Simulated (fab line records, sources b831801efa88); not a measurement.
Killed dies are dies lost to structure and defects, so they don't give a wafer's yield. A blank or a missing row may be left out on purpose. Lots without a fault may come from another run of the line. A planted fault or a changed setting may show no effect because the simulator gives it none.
A struck lot beside a sound one | flow sky130 | 19 steps out of a route of 708
Sound: wafers L594.3, L594.4, L594.6. Struck: wafers L605.1, L605.4, L605.6. The cause comes at the end.
At each step with rows: each side's tool, then ch and its chambers, then its first start. Under that, the readings that differ: sound wafers | struck wafers | difference of the means | sigmas: that difference in standard deviations of wafers without a fault.
alike: readings whose means differ by less than 2 such deviations, and words and numbers that are the same on both sides. not compared: withheld readings, readings that some wafer has no value for, bounds like >300 that may hide the same value, and numbers for which the record gives no deviation and whose values overlap.
The two part at a step that has a row with sigmas, a row that says differs or no value, or rows on one side only. Numbers that don't overlap but have no deviation are shown without sigmas and don't part them. A reading that every wafer of one side lacks parts them only if that side has two wafers or more.

first, 3 steps without rows for these wafers: SKY_VT_ADJUST_NCORE_EXPOSE_04 (exposes mask LVTN COMPLEMENT THIN, target cd 380 nm); SKY_VT_ADJUST_NCORE_PEB_05; SKY_VT_ADJUST_NCORE_DEVELOP_06 (develop time 60 s).
SKY_VT_ADJUST_NCORE_CD_MEAS_07: target cd 380 nm.
  sound on cd_sem-02, day 9 06:17; struck on cd_sem-01, day 12 15:27
  alike: cd_nm
SKY_VT_ADJUST_NCORE_OVL_MEAS_08:
  sound on overlay-01, day 9 06:23; struck on overlay-01, day 12 15:34
  alike: VT_ADJUST_NCORE_OVL
then, 1 step without rows for these wafers: SKY_VT_ADJUST_NCORE_IMPLANT_09.
SKY_VT_ADJUST_NCORE_STRIP_10: strips in O2/N2.
  sound on plasma_asher-02 ch 0,1, day 9 06:35; struck on plasma_asher-03 ch 0,1, day 12 15:46
  alike: drypump_motor_current_A, oes_product_au, strip_time_to_endpoint_s
  not compared: rf_hours_counter_h
SKY_VT_ADJUST_NCORE_TW_MEAS_11:
  sound on film_metro-04, day 9 06:41; struck on film_metro-03, day 12 15:52
  alike: VT_ADJUST_NCORE_TW
then, 4 steps without rows for these wafers: SKY_VT_ADJUST_HVTR_DEHYDRATE_00 (time 60 s); SKY_VT_ADJUST_HVTR_HMDS_01 (prime time 60 s); SKY_VT_ADJUST_HVTR_COAT_02 (resist thk 1140 nm); SKY_VT_ADJUST_HVTR_SOFTBAKE_03 (time 60 s).
SKY_VT_ADJUST_HVTR_EXPOSE_04: exposes mask HVTRM, target cd 380 nm.
  sound on iline_stepper-02 ch 0, day 9 17:58; struck on iline_stepper-01 ch 0, day 13 04:27
  reading                                | sound                | struck      | difference | sigmas
  model.VT_ADJUST_HVTR.overlay_x_nm (nm) | 0.8552 0.8552 0.8552 | 169 169 169 | +168       |
  alike: mask
then, 2 steps without rows for these wafers: SKY_VT_ADJUST_HVTR_PEB_05; SKY_VT_ADJUST_HVTR_DEVELOP_06 (develop time 60 s).
SKY_VT_ADJUST_HVTR_CD_MEAS_07: target cd 380 nm.
  sound on cd_sem-02, day 10 05:15; struck on cd_sem-01, day 13 17:27
  alike: cd_nm
SKY_VT_ADJUST_HVTR_OVL_MEAS_08:
  sound on overlay-02, day 10 05:20; struck on overlay-02, day 13 17:34
  reading                 | sound        | struck            | difference | sigmas
  VT_ADJUST_HVTR_OVL (nm) | 0.8 -0.1 0.9 | 169.2 169.0 169.4 | +168.7     | +99 or more
then, 1 step without rows for these wafers: SKY_VT_ADJUST_HVTR_IMPLANT_09.
-- the record jumps here: 36 days lie between the struck wafers' starts before and after (it left off in module VT_ADJUST_HVTR and takes up again in module PAD_OPEN, whose first step shown is number 708 of the route) --
SKY_PAD_OPEN_PROBE_99:
  sound on prober-02, day 46 06:55; struck on prober-01, day 49 07:56
  reading                                  | sound                   | struck                  | difference | sigmas
  model.etest.pfet_01v8_mvt.drive_ua_um    | 154.6 157.5 155.3       | 135.5 136.4 135.4       | -20.0      |
  model.etest.pfet_01v8_mvt.off_log10_a_um | -10.36 -10.14 -10.31    | -12.16 -12.27 -12.21    | -1.94      |
  model.etest.pfet_01v8_mvt.vt_sat_v (V)   | -0.5412 -0.529 -0.534   | -0.7243 -0.7274 -0.7276 | -0.1917    |
  model.etest.pfet_01v8_mvt.vt_v (V)       | -0.6307 -0.6255 -0.6279 | -0.7948 -0.7965 -0.7963 | -0.1678    |
  alike: killed_at_M0_to_M3, killed_at_M4_up, killed_at_contacts, killed_at_front_end, killed_at_other, killed_dies, killed_open, killed_short

WHERE THEY PART
Only at SKY_VT_ADJUST_HVTR_OVL_MEAS_08, within this record. Later steps at which nothing parts them and some readings are alike: SKY_PAD_OPEN_PROBE_99.

WHY: what the simulator had put in
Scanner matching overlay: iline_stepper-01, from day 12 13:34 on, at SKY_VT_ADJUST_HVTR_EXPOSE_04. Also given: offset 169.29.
